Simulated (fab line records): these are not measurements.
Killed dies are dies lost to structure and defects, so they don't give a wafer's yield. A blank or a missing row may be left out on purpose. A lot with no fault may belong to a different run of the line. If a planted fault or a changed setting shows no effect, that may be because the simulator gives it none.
fab line records ; flow sky130
record: lots: 13; wafers: 38; last_day: 50
route steps=708 shown PASSIVATION@683
lots that met no fault: taken from a fault-free run of the same line
start_h: the number of hours between the record's first day and the start of the first shown wafer of the lot ; wait_h: how many hours have passed since the lot's step before this one ; " same as the row above ; L1.1+2: a single row standing in for several wafers ; - no value present, or no start provided ; * or withheld: withheld ; < > ~ a bound
route shown NAME@n: names a module that has steps shown in the file, with the first one's number in the route ; usual: mean and standard deviation over wafers with no fault ; same: alike in all rows ; chamber/n: place in a boat ; sites: readings site by site ; _std_site: standard deviation of those values ; _edge_site: the outer-site mean with the inner-site mean subtracted ; radius_mm: how far each site lies from the wafer's centre ; mask NAME#n: copy n ; behind: the last tool/chamber to shape the wafer ; hold: cause of the lot's hold/its duration in hours/its outcome ; device: whichever transistor did not switch (one of n, p or np) ; end of line: the same wafers' tests at the end of the route ; a step with no rows: only its recipe ; killed: dies lost to structure and defects at the first sort, not the wafer's yield ; map: a wafer's dies, x killed, . not, _ none there
set.NAME: the setting that was run; set.NAME@STEP: the one run at that earlier step ; model.NAME: the simulator's own value behind a step, which no gauge read
steps of the route over a sample of lots; a table a step, a row a wafer
services: the hour from which a tool's chamber was out of use, counted from the record's first day as start_h (under 0 if before that day), plus the number of hours and why
== steps ==
step: SKY_PASSIVATION_CVD_02
recipe: material: Si3N4; target_thk_nm: 540; temp_c: 400; time_s: withheld; rf_w: 450
usual: heater_power_w: 668/110
lot.wafer;tool;chamber;start_h;wait_h;heater_power_w
L903.1;pecvd-01;2;1029.24;0.1;834
L903.4;pecvd-01;2;1029.24;0.1;656
L903.6;pecvd-01;0;1029.24;0.1;737
L904.4;pecvd-04;0;1030.37;0.1;705
L904.5;pecvd-04;1;1030.37;0.1;458
L904.6;pecvd-04;2;1030.37;0.1;602
L905.1;pecvd-03;2;1035.58;0.1;638
L905.3;pecvd-03;2;1035.58;0.1;659
L905.6;pecvd-03;0;1035.58;0.1;739
L906.1;pecvd-03;2;1039.12;0.1;679
L906.3;pecvd-03;0;1039.12;0.1;804
L906.5;pecvd-03;0;1039.12;0.1;853
L907.2;pecvd-01;2;1054.47;0.0;678
L907.3;pecvd-01;0;1054.47;0.0;823
L907.4;pecvd-01;2;1054.47;0.0;708
L908.2;pecvd-01;0;1059.95;0.0;890
L908.3;pecvd-01;1;1059.95;0.0;587
L908.6;pecvd-01;2;1059.95;0.0;781
L914.4;pecvd-04;1;1100.86;0.1;524
L914.5;pecvd-04;0;1100.86;0.1;571
L917.1;pecvd-04;1;1129.10;0.1;516
L917.2;pecvd-04;2;1129.10;0.1;641
L917.6;pecvd-04;1;1129.10;0.1;550
L918.1;pecvd-03;1;1129.74;0.1;783
L918.3;pecvd-03;2;1129.74;0.1;646
L918.5;pecvd-03;2;1129.74;0.1;672
L919.4;pecvd-03;2;1131.92;0.1;636
L919.5;pecvd-03;0;1131.92;0.1;768
L919.6;pecvd-03;1;1131.92;0.1;755
L920.1;pecvd-01;1;1134.68;0.1;571
L920.5;pecvd-01;1;1134.68;0.1;623
L920.6;pecvd-01;0;1134.68;0.1;755
L923.1;pecvd-03;2;1143.44;0.1;583
L923.2;pecvd-03;0;1143.44;0.1;800
L923.6;pecvd-03;1;1143.44;0.1;772
L926.1;pecvd-01;2;1161.11;0.1;703
L926.4;pecvd-01;1;1161.11;0.1;657
L926.5;pecvd-01;2;1161.11;0.1;734
step: SKY_PASSIVATION_THK_MEAS_03
recipe: reads: Si3N4_of_PASSIVATION_CVD_02
usual: PASSIVATION_CVD_02_THK: 542/6.8
lot.wafer;tool;chamber;start_h;wait_h;PASSIVATION_CVD_02_THK[nm]
L903.1;film_metro-04;-;1029.58;-;533
L903.4;film_metro-04;-;1029.58;-;534
L903.6;film_metro-04;-;1029.58;-;540
L904.4;film_metro-02;-;1030.51;-;532
L904.5;film_metro-02;-;1030.51;-;549
L904.6;film_metro-02;-;1030.51;-;544
L905.1;film_metro-03;-;1035.92;-;540
L905.3;film_metro-03;-;1035.92;-;551
L905.6;film_metro-03;-;1035.92;-;548
L906.1;film_metro-03;-;1039.46;-;542
L906.3;film_metro-03;-;1039.46;-;550
L906.5;film_metro-03;-;1039.46;-;547
L907.2;film_metro-04;-;1054.82;-;530
L907.3;film_metro-04;-;1054.82;-;538
L907.4;film_metro-04;-;1054.82;-;540
L908.2;film_metro-03;-;1060.18;-;540
L908.3;film_metro-03;-;1060.18;-;539
L908.6;film_metro-03;-;1060.18;-;546
L914.4;film_metro-04;-;1101.01;-;424
L914.5;film_metro-04;-;1101.01;-;543
L917.1;film_metro-04;-;1129.33;-;425
L917.2;film_metro-04;-;1129.33;-;544
L917.6;film_metro-04;-;1129.33;-;545
L918.1;film_metro-02;-;1130.08;-;540
L918.3;film_metro-02;-;1130.08;-;548
L918.5;film_metro-02;-;1130.08;-;543
L919.4;film_metro-02;-;1132.06;-;548
L919.5;film_metro-02;-;1132.06;-;537
L919.6;film_metro-02;-;1132.06;-;541
L920.1;film_metro-04;-;1135.02;-;546
L920.5;film_metro-04;-;1135.02;-;554
L920.6;film_metro-04;-;1135.02;-;542
L923.1;film_metro-02;-;1143.66;-;539
L923.2;film_metro-02;-;1143.66;-;537
L923.6;film_metro-02;-;1143.66;-;547
L926.1;film_metro-02;-;1161.34;-;522
L926.4;film_metro-02;-;1161.34;-;546
L926.5;film_metro-02;-;1161.34;-;540
step: SKY_PASSIVATION_ETCH_11
recipe: chemistry: CF4/O2; target_depth_nm: 725; stop_on: AlCu; source_w: 800; bias_w: 150; pressure_mtorr: 150; cf4_flow_sccm: 80; O2_flow_sccm: 10; time_s: 161.1
usual: drypump_motor_current_A: 5.8/0.44; oes_product_au: 0.979/0.0074; throttle_valve_pct: 5.964/0.0087
lot.wafer;tool;chamber;start_h;wait_h;drypump_motor_current_A;oes_product_au;rf_hours_counter_h;throttle_valve_pct
L903.1;rie_diel-03;3;1051.71;-;5.5;0.980;29;5.963
L903.4;rie_diel-03;2;1051.71;-;5.5;0.979;13;5.960
L903.6;rie_diel-03;2;1051.71;-;5.5;0.985;-;5.962
L904.4;rie_diel-01;3;1052.36;-;4.9;0.963;20;5.961
L904.5;rie_diel-01;3;1052.36;-;4.9;0.988;-;5.967
L904.6;rie_diel-01;2;1052.36;-;5.6;0.986;-;5.955
L905.1;rie_diel-04;0;1057.90;-;5.0;0.976;15;5.955
L905.3;rie_diel-04;3;1057.90;-;5.8;0.987;8;5.961
L905.6;rie_diel-04;0;1057.90;-;4.9;0.989;-;5.971
L906.1;rie_diel-03;2;1060.61;-;5.5;0.985;13;5.976
L906.3;rie_diel-03;1;1060.61;-;6.4;0.989;18;5.969
L906.5;rie_diel-03;2;1060.61;-;5.5;0.987;-;5.968
L907.2;rie_diel-01;2;1076.21;-;5.6;0.975;18;5.959
L907.3;rie_diel-01;1;1076.21;-;5.9;0.973;3;5.955
L907.4;rie_diel-01;3;1076.21;-;4.9;0.977;21;5.966
L908.2;rie_diel-03;3;1081.36;-;5.5;0.978;30;5.960
L908.3;rie_diel-03;0;1081.36;-;6.1;0.968;14;5.956
L908.6;rie_diel-03;0;1081.36;-;6.1;0.981;-;5.976
L914.4;rie_diel-03;1;1121.17;-;6.3;0.884;-;5.934
L914.5;rie_diel-03;2;1121.17;-;5.5;0.983;-;5.951
L917.1;rie_diel-03;3;1147.81;-;5.5;0.881;1;5.943
L917.2;rie_diel-03;1;1147.81;-;6.3;0.984;22;5.959
L917.6;rie_diel-03;3;1147.81;-;5.5;0.994;-;5.983
L918.1;rie_diel-03;3;1149.30;-;5.5;0.978;1;5.975
L918.3;rie_diel-03;1;1149.30;-;6.3;0.982;22;5.983
L918.5;rie_diel-03;3;1149.30;-;5.5;0.981;-;5.970
L919.4;rie_diel-01;2;1150.26;-;5.6;0.979;21;5.955
L919.5;rie_diel-01;3;1150.26;-;5.0;0.982;-;5.953
L919.6;rie_diel-01;2;1150.26;-;5.5;0.981;-;5.963
L920.1;rie_diel-04;2;1153.11;-;6.0;0.978;14;5.963
L920.5;rie_diel-04;1;1153.11;-;5.9;0.979;-;5.965
L920.6;rie_diel-04;0;1153.11;-;4.9;0.987;-;5.968
L923.1;rie_diel-01;1;1161.45;-;5.9;0.985;7;5.964
L923.2;rie_diel-01;3;1161.45;-;4.9;0.984;24;5.956
L923.6;rie_diel-01;3;1161.45;-;4.9;0.985;-;5.976
L926.1;rie_diel-03;2;1178.46;-;5.5;0.958;19;5.968
L926.4;rie_diel-03;0;1178.46;-;6.0;0.977;18;5.975
L926.5;rie_diel-03;0;1178.46;-;6.1;0.979;-;5.967
== services ==
tool;chamber;start_h;hours;kind
pecvd-03;2;1017.65;5.0;scheduled_down
pecvd-01;1;1021.87;6.0;repair
pecvd-01;1;1027.91;-;clean
pecvd-01;1;1027.91;-;consumable_replace:showerhead
pecvd-01;1;1027.91;29.0;scheduled_down
pecvd-01;1;1027.91;29.0;vent_cycle
pecvd-03;1;1031.78;54.6;repair
pecvd-01;2;1032.88;5.5;scheduled_down
rie_diel-04;1;1037.12;3.1;repair
rie_diel-03;2;1037.86;5.8;repair
rie_diel-04;2;1040.27;4.1;repair
pecvd-01;-;1043.31;3.4;repair
rie_diel-04;1;1093.35;5.1;repair
rie_diel-01;0;1107.40;14.0;repair
rie_diel-03;3;1115.86;-;clean
rie_diel-03;3;1115.86;15.7;scheduled_down
rie_diel-03;3;1115.86;15.7;vent_cycle
rie_diel-01;-;1123.74;1.4;repair
pecvd-03;0;1123.81;6.2;repair
pecvd-01;2;1133.81;8.5;repair
rie_diel-01;3;1138.53;9.6;repair
pecvd-03;0;1162.76;24.4;repair
rie_diel-04;-;1171.54;2.8;pm
rie_diel-03;-;1171.87;0.3;repair
== key ==
first_sign: step: SKY_PASSIVATION_THK_MEAS_03; reading: PASSIVATION_CVD_02_THK; direction: down; sigmas: 17; usual: 542; struck: 425
effect: step: SKY_PASSIVATION_ETCH_11; reading: oes_product_au; direction: down; sigmas: 13; usual: 0.979; struck: 0.882
met_at SKY_PASSIVATION_CVD_02
struck_lots L914,L917
struck_wafers L914.4,L917.1
onset_between 1030.37 1100.86
fault: kind: process_parameter_drift; tool: pecvd-04; chamber: -; onset_h: 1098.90; steps: SKY_PASSIVATION_CVD_02; channel: time_s; offset: withheld; shape: step; end_h: 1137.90; scope: struck_wafers_only; acts_in: *
